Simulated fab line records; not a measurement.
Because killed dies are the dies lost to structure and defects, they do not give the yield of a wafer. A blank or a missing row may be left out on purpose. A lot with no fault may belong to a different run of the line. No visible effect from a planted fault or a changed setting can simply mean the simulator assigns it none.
Which of the tools did it? + flow gf180mcu + 12 lots, 36 wafers sampled, at 2 steps of a route of 602

== WHAT THE GAUGES READ, wafer by wafer ==
GF_V4_THK_MEAS_03.
| lot  | measured     | on            | V4_CVD_02_THK (nm) |
|------|--------------|---------------|--------------------|
| L075 | day 23 20:23 | film_metro-04 | 844 840 858        |
| L077 | day 24 19:06 | film_metro-03 | 844 843 861        |
| L078 | day 25 08:46 | film_metro-04 | 837 843 844        |
| L081 | day 25 22:23 | film_metro-01 | 859 857 870        |
| L083 | day 26 11:47 | film_metro-01 | 845 858 857        |
| L085 | day 27 08:00 | film_metro-01 | 882 858 864        |
| L087 | day 27 21:19 | film_metro-01 | 831 824 847        |
| L089 | day 28 09:04 | film_metro-04 | 839 837 839        |
| L091 | day 29 04:28 | film_metro-03 | 833 849 847        |
| L093 | day 29 14:43 | film_metro-03 | 846 840 852        |
| L095 | day 30 03:09 | film_metro-01 | 831 839 846        |
| L097 | day 30 18:59 | film_metro-03 | 835 837 860        |

== EACH LOT AND THE TOOL THAT RAN IT (in order: tool; ch and the chambers of the sampled wafers; start) ==
| lot  | GF_V2_SPUTTER_21             |
|------|------------------------------|
| L075 | pvd_sputter-04, day 20 18:30 |
| L077 | pvd_sputter-01, day 21 17:36 |
| L078 | pvd_sputter-01, day 22 07:47 |
| L081 | pvd_sputter-03, day 23 00:32 |
| L083 | pvd_sputter-03, day 23 13:32 |
| L085 | pvd_sputter-04, day 24 11:40 |
| L087 | pvd_sputter-04, day 25 03:02 |
| L089 | pvd_sputter-04, day 25 14:45 |
| L091 | pvd_sputter-03, day 26 11:16 |
| L093 | pvd_sputter-04, day 26 21:46 |
| L095 | pvd_sputter-04, day 27 11:49 |
| L097 | pvd_sputter-04, day 28 04:39 |
- GF_V2_SPUTTER_21: material Ti, target thk 15 nm, time 80.02 s.

== THE ANSWER, worked out from the rows above alone ==
Rule: the usual values come from the lots themselves. Put in order of their means at a reading, lots are off if they are a third of the lots or fewer, leave a main group of 4 or more, and stand apart from it by a gap of 3 or more times the standard deviation of the main group's means; of several such gaps the widest counts. The tables above print the reading to a certain number of digits; a main group whose means all agree to those digits is not used. Also off: a lot with no number at a reading for which 4 or more lots have one. The other lots that the step has rows for count as sound.
None of the lots is off at any reading shown; this tells nothing.

== WHAT HAD BEEN PUT IN BY THE SIMULATOR ==
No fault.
